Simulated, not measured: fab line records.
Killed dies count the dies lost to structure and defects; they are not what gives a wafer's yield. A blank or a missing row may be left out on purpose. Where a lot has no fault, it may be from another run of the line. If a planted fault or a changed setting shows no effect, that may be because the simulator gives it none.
Matching of chambers || flow sky130 || 4 sister chambers for SKY_POLY_GATE_ETCH_16 on rie_diel-02
The step etches Si3N4 in CH3F/O2, stops on poly-Si, time 147.5 s, target depth 75 nm. 14 wafers are shown with their chamber, then 7 later ones without.

WAFERS, EACH WITH ITS CHAMBER
{"wafer": "L179.4", "chamber": 3, "drypump_motor_current_A (A)": 5.8, "oes_product_au (a.u.)": 0.633, "throttle_valve_pct (%)": 10.547}
{"wafer": "L179.5", "chamber": 0, "drypump_motor_current_A (A)": 5.7, "oes_product_au (a.u.)": 0.651, "throttle_valve_pct (%)": 10.546}
{"wafer": "L179.6", "chamber": 1, "drypump_motor_current_A (A)": 6.1, "oes_product_au (a.u.)": 0.635, "throttle_valve_pct (%)": 10.535}
{"wafer": "L182.3", "chamber": 0, "drypump_motor_current_A (A)": 5.8, "oes_product_au (a.u.)": 0.643, "throttle_valve_pct (%)": 10.527}
{"wafer": "L182.4", "chamber": 1, "drypump_motor_current_A (A)": 6.1, "oes_product_au (a.u.)": 0.654, "throttle_valve_pct (%)": 10.513}
{"wafer": "L182.5", "chamber": 0, "drypump_motor_current_A (A)": 5.8, "oes_product_au (a.u.)": 0.646, "throttle_valve_pct (%)": 10.536}
{"wafer": "L184.1", "chamber": 0, "drypump_motor_current_A (A)": 5.8, "oes_product_au (a.u.)": 0.635, "throttle_valve_pct (%)": 10.520}
{"wafer": "L184.3", "chamber": 2, "drypump_motor_current_A (A)": 5.9, "oes_product_au (a.u.)": 0.625, "throttle_valve_pct (%)": 10.525}
{"wafer": "L184.5", "chamber": 2, "drypump_motor_current_A (A)": 5.9, "oes_product_au (a.u.)": 0.648, "throttle_valve_pct (%)": 10.553}
{"wafer": "L189.1", "chamber": 3, "drypump_motor_current_A (A)": 5.9, "oes_product_au (a.u.)": 0.637, "throttle_valve_pct (%)": 10.531}
{"wafer": "L189.5", "chamber": 3, "drypump_motor_current_A (A)": 5.9, "oes_product_au (a.u.)": 0.637, "throttle_valve_pct (%)": 10.537}
{"wafer": "L189.6", "chamber": 1, "drypump_motor_current_A (A)": 6.1, "oes_product_au (a.u.)": 0.645, "throttle_valve_pct (%)": 10.540}
{"wafer": "L190.1", "chamber": 2, "drypump_motor_current_A (A)": 5.9, "oes_product_au (a.u.)": 0.639, "throttle_valve_pct (%)": 10.534}
{"wafer": "L190.3", "chamber": 3, "drypump_motor_current_A (A)": 5.9, "oes_product_au (a.u.)": 0.639, "throttle_valve_pct (%)": 10.544}

SIGNATURES (means of the wafers above)
{"reading": "drypump_motor_current_A", "chamber 0": 5.775, "chamber 1": 6.100, "chamber 2": 5.900, "chamber 3": 5.875, "scatter within a chamber": 0.0387}
{"reading": "oes_product_au", "chamber 0": 0.64375, "chamber 1": 0.64467, "chamber 2": 0.63733, "chamber 3": 0.63650, "scatter within a chamber": 0.00777}
{"reading": "throttle_valve_pct", "chamber 0": 10.53225, "chamber 1": 10.52933, "chamber 2": 10.53733, "chamber 3": 10.53975, "scatter within a chamber": 0.0116}
Rule: a wafer's distance from a chamber is the root of the sum, over the readings, of the square of ((its reading less the chamber's mean) divided by the reading's scatter). The wafer belongs to the nearest chamber; if the next one is less than 2 further off, it can't be placed. The scatter: take each reading less its chamber's mean, square it, sum over the shown wafers, divide by the number of wafers less the number of chambers, and take the root.

WAFERS MISSING THEIR CHAMBER
{"wafer": "L190.4", "drypump_motor_current_A (A)": 6.1, "oes_product_au (a.u.)": 0.642, "throttle_valve_pct (%)": 10.521}
{"wafer": "L192.1", "drypump_motor_current_A (A)": 5.9, "oes_product_au (a.u.)": 0.644, "throttle_valve_pct (%)": 10.532}
{"wafer": "L192.3", "drypump_motor_current_A (A)": 6.1, "oes_product_au (a.u.)": 0.641, "throttle_valve_pct (%)": 10.521}
{"wafer": "L192.4", "drypump_motor_current_A (A)": 5.9, "oes_product_au (a.u.)": 0.641, "throttle_valve_pct (%)": 10.541}
{"wafer": "L201.1", "drypump_motor_current_A (A)": 6.1, "oes_product_au (a.u.)": 0.646, "throttle_valve_pct (%)": 10.548}
{"wafer": "L201.4", "drypump_motor_current_A (A)": 5.9, "oes_product_au (a.u.)": 0.641, "throttle_valve_pct (%)": 10.538}
{"wafer": "L201.5", "drypump_motor_current_A (A)": 5.7, "oes_product_au (a.u.)": 0.637, "throttle_valve_pct (%)": 10.531}

CHAMBER TAKEN BY EACH
{"wafer": "L190.4", "from the rows above": 1, "in truth": 1}
{"wafer": "L192.1", "from the rows above": "can't be placed: 2 or 3", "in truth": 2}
{"wafer": "L192.3", "from the rows above": 1, "in truth": 1}
{"wafer": "L192.4", "from the rows above": "can't be placed: 2 or 3", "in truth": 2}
{"wafer": "L201.1", "from the rows above": 1, "in truth": 1}
{"wafer": "L201.4", "from the rows above": "can't be placed: 2 or 3", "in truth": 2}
{"wafer": "L201.5", "from the rows above": 0, "in truth": 0}
4 of 7 placed correctly. Unplaceable from these rows: 3, with the true chamber sitting among the candidates in 3. Placed wrongly: 0.
